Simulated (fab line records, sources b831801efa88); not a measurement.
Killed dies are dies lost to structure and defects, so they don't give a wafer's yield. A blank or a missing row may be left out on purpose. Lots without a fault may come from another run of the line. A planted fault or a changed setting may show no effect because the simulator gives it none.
fab line records | flow sky130
record lots=10 wafers=30 last_day=50
route steps=708 shown CONTACT@411 METAL1@436 PAD_OPEN@708
lots that met no fault: from a run of the same line without faults
start_h: hours from the record's first day to the start of the lot's first wafer shown | wait_h: hours since the lot's step before | " the same as in the row above | L1.1+2: a row that stands for several wafers | - no value, or no start given | * or withheld: withheld | < > ~ a bound
route shown NAME@n: a module of which the file shows steps, and the number in the route of the first | usual: mean/standard deviation of fault-free wafers | same: alike in all rows | chamber/n: place in a boat | sites: the reading at each site | _std_site: their standard deviation | _edge_site: outer sites' mean less inner sites' | radius_mm: how far each site lies from the wafer's centre | mask NAME#n: copy n | behind: the tool/chamber that last shaped the wafer | hold: why the lot was held/for how many hours/how that ended | device: the transistor (n, p or np) that didn't switch | end of line: the same wafers' tests at the end of the route | a step without rows: its recipe alone | killed: dies lost to structure and defects at the first sort, not the wafer's yield | map: a wafer's dies, x killed, . not, _ none there
set.NAME: the setting as run; set.NAME@STEP: as run at that earlier step | model.NAME: the simulator's own value behind a step, which no gauge read
steps of the route over a sample of lots; a table a step, a row a wafer
services: from which hour (start_h, from the record's first day; less than 0 if before it) a tool's chamber was out of use, for how many hours, and why
## steps
# step SKY_CONTACT_BOW_MEAS_05
# recipe mode=bow
# usual CONTACT_BOW=82/6.8
# columns lot.wafer tool chamber start_h wait_h CONTACT_BOW[um]
L921.1 film_metro-04 - 742.83 0.2 86
L921.4 " - " " 80
L921.6 " - " " 91
L923.2 film_metro-01 - 755.27 0.3 75
L923.5 " - " " 77
L923.6 " - " " 91
L924.1 film_metro-01 - 756.30 0.2 82
L924.2 " - " " 81
L924.6 " - " " 84
L928.4 film_metro-04 - 781.46 0.3 88
L928.5 " - " " 81
L928.6 " - " " 73
L930.2 film_metro-01 - 798.20 0.2 80
L930.3 " - " " 75
L930.5 " - " " 81
L931.2 film_metro-02 - 799.18 0.2 83
L931.3 " - " " 87
L931.4 " - " " 73
L936.1 film_metro-01 - 815.86 0.1 85
L936.5 " - " " 84
L936.6 " - " " 84
L937.2 film_metro-04 - 834.33 0.2 78
L937.5 " - " " 87
L937.6 " - " " 74
L941.3 film_metro-02 - 864.81 0.3 86
L941.5 " - " " 71
L941.6 " - " " 78
L942.1 film_metro-04 - 867.48 0.2 87
L942.3 " - " " 90
L942.5 " - " " 84
# step SKY_CONTACT_OVL_MEAS_15
# usual CONTACT_OVL=-3/5.6
# columns lot.wafer tool chamber start_h wait_h CONTACT_OVL[nm]
L921.1 overlay-01 - 768.09 0.1 0
L921.4 " - " " 3
L921.6 " - " " 1
L923.2 overlay-02 - 781.94 0.1 -12
L923.5 " - " " 1
L923.6 " - " " -8
L924.1 overlay-02 - 782.59 0.1 -1
L924.2 " - " " -14
L924.6 " - " " -10
L928.4 overlay-01 - 807.60 0.1 -8
L928.5 " - " " -7
L928.6 " - " " -4
L930.2 overlay-01 - 824.35 0.1 -10
L930.3 " - " " -2
L930.5 " - " " -3
L931.2 overlay-01 - 825.45 0.1 -4
L931.3 " - " " 2
L931.4 " - " " -1
L936.1 overlay-02 - 841.89 0.1 4
L936.5 " - " " 3
L936.6 " - " " -10
L937.2 overlay-01 - 860.99 0.1 -18
L937.5 " - " " -14
L937.6 " - " " -14
L941.3 overlay-01 - 891.21 0.1 1
L941.5 " - " " -2
L941.6 " - " " 1
L942.1 overlay-01 - 893.59 0.1 1
L942.3 " - " " -2
L942.5 " - " " -3
# step SKY_METAL1_SPUTTER_02
# recipe material=AlCu target_thk_nm=250 power_w=10600 time_s=13.3 chamber_pressure_pa=0.4
# usual cathode_dc_power_W=10600/1.9 throttle_valve_pct=30.0/0.74
# columns lot.wafer tool chamber start_h wait_h cathode_dc_power_W throttle_valve_pct
L921.1 pvd_sputter-02 - 769.58 0.0 10601 28.4
L921.4 " - " " 10603 31.4
L921.6 " - " " 10599 30.1
L923.2 pvd_sputter-04 - 783.43 0.0 10602 29.3
L923.5 " - " " 10600 30.1
L923.6 " - " " 10599 29.6
L924.1 pvd_sputter-02 - 784.05 0.0 10598 30.1
L924.2 " - " " 10598 28.3
L924.6 " - " " 10600 30.0
L928.4 pvd_sputter-02 - 809.32 0.0 10602 29.8
L928.5 " - " " 10602 29.2
L928.6 " - " " 10598 29.9
L930.2 pvd_sputter-04 - 825.80 0.0 10601 29.2
L930.3 " - " " 10601 29.4
L930.5 " - " " 10599 29.8
L931.2 pvd_sputter-02 - 826.90 0.0 10601 31.5
L931.3 " - " " 10599 30.0
L931.4 " - " " 10602 28.2
L936.1 pvd_sputter-01 - 843.35 0.0 10598 29.8
L936.5 " - " " 10601 30.4
L936.6 " - " " 10599 29.9
L937.2 pvd_sputter-04 - 862.48 0.0 10602 29.8
L937.5 " - " " 10602 29.4
L937.6 " - " " 10603 30.0
L941.3 pvd_sputter-04 - 893.58 0.0 10601 29.8
L941.5 " - " " 10597 29.7
L941.6 " - " " 10597 30.3
L942.1 pvd_sputter-04 - 895.39 0.0 10600 29.7
L942.3 " - " " 10601 29.5
L942.5 " - " " 10601 29.5
# step SKY_METAL1_RS_MEAS_05
# recipe thk_meas_gauge=four-point-probe reads=TiN_of_METAL1_SPUTTER_04+Ti_of_METAL1_SPUTTER_03+AlCu_of_METAL1_SPUTTER_02+TiN_of_METAL1_SPUTTER_01+Ti_of_METAL1_SPUTTER_00
# usual METAL1_ALCU_RS=0.1263/0.0022
# columns lot.wafer tool chamber start_h wait_h METAL1_ALCU_RS[ohm/sq]
L921.1 film_metro-03 - 769.68 0.0 0.1231
L921.4 " - " " 0.1257
L921.6 " - " " 0.1263
L923.2 film_metro-03 - 783.55 0.0 0.1254
L923.5 " - " " 0.1243
L923.6 " - " " 0.1257
L924.1 film_metro-02 - 784.14 0.0 0.1281
L924.2 " - " " 0.1247
L924.6 " - " " 0.1288
L928.4 film_metro-02 - 809.47 0.1 0.0757
L928.5 " - " " 0.0754
L928.6 " - " " 0.0756
L930.2 film_metro-02 - 825.91 0.0 0.1280
L930.3 " - " " 0.1266
L930.5 " - " " 0.1265
L931.2 film_metro-03 - 827.01 0.0 0.1277
L931.3 " - " " 0.1284
L931.4 " - " " 0.0752
L936.1 film_metro-01 - 843.44 0.0 0.1223
L936.5 " - " " 0.1266
L936.6 " - " " 0.1228
L937.2 film_metro-02 - 862.60 0.1 0.1237
L937.5 " - " " 0.1240
L937.6 " - " " 0.1245
L941.3 film_metro-02 - 893.71 0.1 0.1271
L941.5 " - " " 0.1272
L941.6 " - " " 0.1308
L942.1 film_metro-01 - 895.49 0.0 0.1245
L942.3 " - " " 0.1259
L942.5 " - " " 0.1254
# step SKY_METAL1_THK_MEAS_06
# recipe thk_meas_gauge=xrf reads=AlCu_of_METAL1_SPUTTER_02
# usual METAL1_ALCU_THK=247/4.6
# columns lot.wafer tool chamber start_h wait_h METAL1_ALCU_THK[nm]
L921.1 film_metro-03 - 769.80 0.1 255
L921.4 " - " " 249
L921.6 " - " " 248
L923.2 film_metro-03 - 783.66 0.1 250
L923.5 " - " " 250
L923.6 " - " " 250
L924.1 film_metro-02 - 784.26 0.1 244
L924.2 " - " " 250
L924.6 " - " " 242
L928.4 film_metro-02 - 809.56 0.1 405
L928.5 " - " " 409
L928.6 " - " " 404
L930.2 film_metro-02 - 826.02 0.1 244
L930.3 " - " " 246
L930.5 " - " " 246
L931.2 film_metro-03 - 827.12 0.1 244
L931.3 " - " " 242
L931.4 " - " " 408
L936.1 film_metro-01 - 843.56 0.1 256
L936.5 " - " " 248
L936.6 " - " " 252
L937.2 film_metro-02 - 862.71 0.1 252
L937.5 " - " " 251
L937.6 " - " " 250
L941.3 film_metro-02 - 893.81 0.1 245
L941.5 " - " " 245
L941.6 " - " " 236
L942.1 film_metro-01 - 895.61 0.1 250
L942.3 " - " " 248
L942.5 " - " " 246
# step SKY_METAL1_CD_MEAS_15
# recipe target_cd_nm=140
# usual cd_nm=139.9/1.4
# columns lot.wafer tool chamber start_h wait_h cd_nm
L921.1 cd_sem-02 - 794.61 - 140.2
L921.4 " - " " 140.4
L921.6 " - " " 140.5
L923.2 cd_sem-01 - 809.53 - 139.5
L923.5 " - " " 138.9
L923.6 " - " " 139.9
L924.1 cd_sem-02 - 810.50 - 141.1
L924.2 " - " " 142.3
L924.6 " - " " 141.0
L928.4 cd_sem-02 - 835.38 - 138.5
L928.5 " - " " 139.2
L928.6 " - " " 138.7
L930.2 cd_sem-02 - 851.84 - 139.2
L930.3 " - " " 139.4
L930.5 " - " " 139.6
L931.2 cd_sem-01 - 852.24 - 139.7
L931.3 " - " " 141.0
L931.4 " - " " 140.9
L936.1 cd_sem-02 - 869.10 - 140.1
L936.5 " - " " 140.7
L936.6 " - " " 140.8
L937.2 cd_sem-01 - 889.09 - 139.1
L937.5 " - " " 140.2
L937.6 " - " " 141.6
L941.3 cd_sem-01 - 919.51 - 138.5
L941.5 " - " " 138.1
L941.6 " - " " 139.5
L942.1 cd_sem-02 - 920.40 - 139.1
L942.3 " - " " 139.0
L942.5 " - " " 139.7
# step SKY_METAL1_METAL_ETCH_19
# recipe target_depth_a=3600 stop_on=SiO2 over_etch_frac=0.3 time_s=78 chemistry=Cl2/BCl3 resist_sidewall_deg=88 pressure_mtorr=10 icp_w=900 bias_w=48.5 Cl2_flow_sccm=60 bcl3_flow_sccm=30
# usual drypump_motor_current_A=6.0/0.37 oes_product_au=0.854/0.0072 throttle_valve_pct=22.264/0.0097
# columns lot.wafer tool chamber start_h wait_h drypump_motor_current_A oes_product_au rf_hours_counter_h throttle_valve_pct
L921.1 rie_metal-02 0 794.87 0.0 5.7 0.870 3 22.253
L921.4 " 1 " " 5.6 0.859 - 22.271
L921.6 " 0 " " 5.7 0.853 - 22.268
L923.2 rie_metal-02 1 809.77 0.0 5.6 0.855 11 22.260
L923.5 " 1 " " 5.6 0.864 - 22.269
L923.6 " 0 " " 5.7 0.859 - 22.260
L924.1 rie_metal-04 1 810.75 0.0 6.4 0.853 2 22.271
L924.2 " 0 " " 6.3 0.862 9 22.252
L924.6 " 1 " " 6.4 0.845 - 22.272
L928.4 rie_metal-03 1 835.60 0.1 6.5 1.001 - 22.240
L928.5 " 1 " " 6.5 1.012 - 22.264
L928.6 " 0 " " 5.8 0.990 - 22.254
L930.2 rie_metal-02 0 852.07 0.0 5.7 0.860 5 22.262
L930.3 " 1 " " 5.6 0.857 - 22.245
L930.5 " 1 " " 5.6 0.857 - 22.254
L931.2 rie_metal-04 1 852.47 0.0 6.4 0.849 3 22.270
L931.3 " 0 " " 6.4 0.854 - 22.253
L931.4 " 1 " " 6.3 0.986 - 22.270
L936.1 rie_metal-02 1 869.45 0.1 5.6 0.863 13 22.255
L936.5 " 1 " " 5.6 0.846 - 22.267
L936.6 " 1 " " 5.6 0.867 - 22.255
L937.2 rie_metal-02 1 889.45 0.1 5.6 0.853 - 22.264
L937.5 " 1 " " 5.6 0.862 - 22.269
L937.6 " 1 " " 5.6 0.858 - 22.258
L941.3 rie_metal-04 0 919.75 0.1 6.4 0.855 - 22.254
L941.5 " 1 " " 6.4 0.855 - 22.256
L941.6 " 0 " " 6.4 0.845 - 22.254
L942.1 rie_metal-04 1 920.65 0.0 6.3 0.852 6 22.264
L942.3 " 0 " " 6.3 0.855 - 22.264
L942.5 " 0 " " 6.3 0.859 - 22.282
# step SKY_PAD_OPEN_PROBE_99
# usual defect_limited_yield=82.2/1.8 killed_at_M0_to_M3=42/6.1 killed_at_M4_up=3.3/1.7 killed_at_contacts=25/5.4 killed_at_front_end=16/4.6 killed_at_other=0.4/0.55 killed_dies=87/8.8 killed_on_rim=18/3.6 killed_open=47/7.1 killed_short=40/5.8 sort_bin_3_pad_short=0.9/0.45 sort_bin_5_function=10.7/1.4 sort_bin_6_memory=6.2/1.2 sort_bin_8_speed=0.00/0.017 sort_n_pass=405/8.8 sort_yield_pct=82.2/1.8
# same gross_dies=492 killed_at_back_side=0 sort_bin_4_leakage[%]=0
# columns lot.wafer tool chamber start_h wait_h defect_limited_yield[%] killed_at_M0_to_M3 killed_at_M4_up killed_at_contacts killed_at_front_end killed_at_other killed_dies killed_on_rim killed_open killed_short sort_bin_3_pad_short[%] sort_bin_5_function[%] sort_bin_6_memory[%] sort_bin_8_speed[%] sort_n_pass sort_yield_pct[%]
L928.4 prober-02 - 1130.02 0.2 0 440 1 32 18 1 492 96 52 37 0.4 94.1 5.5 0 0 0
L928.5 prober-02 - 1130.07 0.2 0 445 3 29 15 0 492 96 48 35 0.8 93.5 5.7 0 0 0
L928.6 prober-02 - 1130.12 0.2 0 442 6 24 20 0 492 96 51 38 0.6 92.1 7.3 0 0 0
L931.2 prober-02 - 1138.90 0.2 81.3 54 2 24 12 0 92 23 61 31 0.2 11.6 6.9 0 400 81.3
L931.3 prober-02 - 1138.95 0.3 83.9 32 2 20 25 0 79 16 40 39 0.4 8.9 6.7 0 413 83.9
L931.4 prober-02 - 1139.00 0.3 0 453 3 19 17 0 492 96 43 41 1.6 93.5 4.9 0 0 0
L937.2 prober-02 - 1162.05 0.1 84.8 39 5 17 14 0 75 17 38 37 1.4 9.3 4.5 0 417 84.8
L937.5 prober-02 - 1162.20 0.2 83.5 44 2 19 14 2 81 14 47 33 0.6 8.9 6.9 0 411 83.5
L937.6 prober-02 - 1162.25 0.2 83.1 47 2 17 16 1 83 18 45 35 0.8 10.2 5.9 0 409 83.1
# killed by level:class
L928.4 METAL1:area_etch=401 CONTACT:geometric_particle:open=12 VIA1:geometric_particle:open=10 VIA3:geometric_particle:open=9 LI_CONTACT:geometric_particle:open=6 CONTACT:geometric_particle:short=6 METAL1:geometric_particle:short=6 POLY_GATE:geometric_particle:open=5
L928.5 METAL1:area_etch=407 CONTACT:geometric_particle:open=11 LI_CONTACT:geometric_particle:open=9 VIA2:geometric_particle:open=7 LI_CONTACT:geometric_particle:short=6 VIA1:geometric_particle:open=5 VIA1:geometric_particle:short=4 METAL2:geometric_particle:short=4
L928.6 METAL1:area_etch=401 VIA1:geometric_particle:open=8 LI_CONTACT:geometric_particle:open=8 CONTACT:geometric_particle:open=6 VIA3:geometric_particle:open=6 VIA2:geometric_particle:open=5 SPACER:geometric_particle:open=4 CONTACT:geometric_particle:short=4
L931.2 VIA1:geometric_particle:open=13 VIA2:geometric_particle:open=10 VIA3:geometric_particle:open=9 LI_CONTACT:geometric_particle:open=8 CONTACT:geometric_particle:open=8 METAL1:geometric_particle:short=6 VIA1:geometric_particle:short=6 FIELD_ISO:geometric_particle:open=5
L931.3 CONTACT:geometric_particle:open=7 VIA1:geometric_particle:open=7 FIELD_ISO:geometric_particle:short=6 POLY_GATE:geometric_particle:short=6 LI_CONTACT:geometric_particle:open=6 VIA3:geometric_particle:short=6 VIA2:geometric_particle:open=5 SPACER:geometric_particle:short=4
L931.4 METAL1:area_etch=408 VIA1:geometric_particle:open=15 VIA1:geometric_particle:short=8 CONTACT:geometric_particle:open=7 POLY_GATE:geometric_particle:short=5 CONTACT:geometric_particle:short=5 VIA3:geometric_particle:open=5 VIA2:geometric_particle:open=4
L937.2 METAL1:geometric_particle:short=9 VIA2:geometric_particle:open=7 LI_CONTACT:geometric_particle:open=6 VIA1:geometric_particle:open=6 CONTACT:geometric_particle:open=5 FIELD_ISO:geometric_particle:open=4 VIA3:geometric_particle:short=4 METAL4:geometric_particle:short=4
L937.5 VIA1:geometric_particle:open=9 LI_CONTACT:geometric_particle:open=6 CONTACT:geometric_particle:open=6 METAL2:geometric_particle:short=6 VIA2:geometric_particle:open=6 VIA3:geometric_particle:open=5 FIELD_ISO:geometric_particle:short=4 POLY_GATE:geometric_particle:open=4
L937.6 VIA1:geometric_particle:open=11 METAL1:geometric_particle:short=10 CONTACT:geometric_particle:open=6 VIA3:geometric_particle:open=6 LI_CONTACT:geometric_particle:open=5 POLY_GATE:geometric_particle:open=4 METAL2:geometric_particle:short=4 FIELD_ISO:geometric_particle:short=3
## services
# columns tool chamber start_h hours kind
rie_metal-04 - 752.19 2.8 pm
rie_metal-04 - 793.48 0.8 repair
pvd_sputter-01 - 812.71 1.1 repair
pvd_sputter-02 - 832.97 3.7 repair
rie_metal-04 - 835.12 4.3 pm
pvd_sputter-02 - 861.77 9.4 repair
rie_metal-03 - 865.37 1.2 repair
rie_metal-02 0 869.10 77.0 repair
rie_metal-03 - 895.28 28.1 pm
rie_metal-02 - 918.45 2.8 pm
## key
first_sign step=SKY_METAL1_RS_MEAS_05 reading=METAL1_ALCU_RS direction=down sigmas=23 usual=0.1263 struck=0.0755
effect step=SKY_METAL1_THK_MEAS_06 reading=METAL1_ALCU_THK direction=up sigmas=34 usual=247 struck=407
effect step=SKY_METAL1_METAL_ETCH_19 reading=oes_product_au direction=up sigmas=20 usual=0.854 struck=0.997
effect step=SKY_PAD_OPEN_PROBE_99 reading=killed_at_M0_to_M3 direction=up sigmas=66 usual=42 struck=445
more_kills_born_at SKY_METAL1_METAL_ETCH_19@rie_metal-03=1209 SKY_METAL1_METAL_ETCH_19@rie_metal-04=408
met_at SKY_METAL1_SPUTTER_02
struck_lots L928,L931
struck_wafers L928.4,L928.5,L928.6,L931.4
later_rows_left_out L928.4,L928.5,L928.6,L931.4
not_acting_at SKY_CONTACT_BOW_MEAS_05,SKY_CONTACT_OVL_MEAS_15,SKY_METAL1_CD_MEAS_15
onset_between 784.05 809.32
fault kind=process_parameter_drift tool=pvd_sputter-02 chamber=- onset_h=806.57 steps=SKY_METAL1_SPUTTER_02 channel=target_thk_nm offset=164.99 shape=step end_h=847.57 scope=struck_wafers_only acts_in=these_recipes_only stated=250
# later_rows_left_out: the simulator's readings of these wafers behind a module that went badly wrong aren't trusted and aren't shown, but for the sort
